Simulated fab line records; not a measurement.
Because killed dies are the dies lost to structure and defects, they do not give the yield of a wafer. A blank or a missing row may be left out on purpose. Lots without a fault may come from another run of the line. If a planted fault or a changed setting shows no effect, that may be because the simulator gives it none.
Chamber matching -- flow sky130 -- SKY_POLY_GATE_ETCH_15 on rie_diel-01: 4 sister chambers
The step etches BARC in N2/H2, stops on SiO2, time 118.5 s, target depth 110 nm. 18 wafers are shown with their chamber, then 9 later ones without.

EACH WAFER AND ITS CHAMBER
wafer,chamber,drypump_motor_current_A (A),throttle_valve_pct (%),oes_product_au (a.u.)
L074.1,2,5.55,13.216,0.709
L074.4,1,5.64,13.207,0.713
L074.6,3,5.55,13.212,0.722
L080.1,0,5.61,13.222,0.712
L080.2,1,5.65,13.214,0.713
L080.5,0,5.60,13.226,0.713
L083.2,2,5.55,13.220,0.718
L083.3,0,5.61,13.212,0.718
L083.4,1,5.65,13.204,0.720
L085.2,2,5.54,13.217,0.718
L085.4,0,5.61,13.205,0.713
L085.5,2,5.54,13.220,0.714
L086.1,0,5.60,13.222,0.722
L086.3,2,5.51,13.225,0.724
L086.4,1,5.64,13.214,0.714
L089.4,3,5.56,13.195,0.718
L089.5,3,5.54,13.228,0.720
L089.6,1,5.64,13.195,0.715

SIGNATURES (averages over the wafers above)
reading,chamber 0,chamber 1,chamber 2,chamber 3,scatter within a chamber
drypump_motor_current_A,5.6060,5.6440,5.5380,5.5500,0.0104
throttle_valve_pct,13.21740,13.20680,13.21960,13.21167,0.00904
oes_product_au,0.71560,0.71500,0.71660,0.72000,0.00413
Rule: a wafer lies at a distance from a chamber equal to the root of the sum of squares, over the readings, of (its reading less the chamber's mean, divided by the reading's scatter). The wafer belongs to the nearest chamber; if the next one is less than 2 further off, it can't be placed. How the scatter is found: for the shown wafers, subtract from each reading the mean of its chamber, square and add these, divide the total by (wafers less chambers), then take the root.

WAFERS MISSING THEIR CHAMBER
wafer,drypump_motor_current_A (A),throttle_valve_pct (%),oes_product_au (a.u.)
L091.4,5.55,13.212,0.716
L091.5,5.56,13.219,0.714
L091.6,5.55,13.191,0.719
L094.1,5.64,13.218,0.706
L094.2,5.56,13.228,0.716
L094.5,5.63,13.204,0.709
L096.3,5.59,13.221,0.720
L096.4,5.56,13.224,0.727
L096.5,5.54,13.217,0.726

WHICH CHAMBER EACH ONE RAN IN
wafer,from the rows above,in truth
L091.4,can't be placed: 3 or 2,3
L091.5,can't be placed: 3 or 2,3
L091.6,can't be placed: 3 or 2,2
L094.1,can't be placed: 1 or 0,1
L094.2,can't be placed: 3 or 2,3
L094.5,can't be placed: 1 or 0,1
L096.3,0,0
L096.4,can't be placed: 3 or 2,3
L096.5,can't be placed: 3 or 2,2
Correct placement for 1 of the 9. Cannot be placed on the basis of these rows: 8; the candidates contain the true chamber in 8. Wrongly placed: 0.
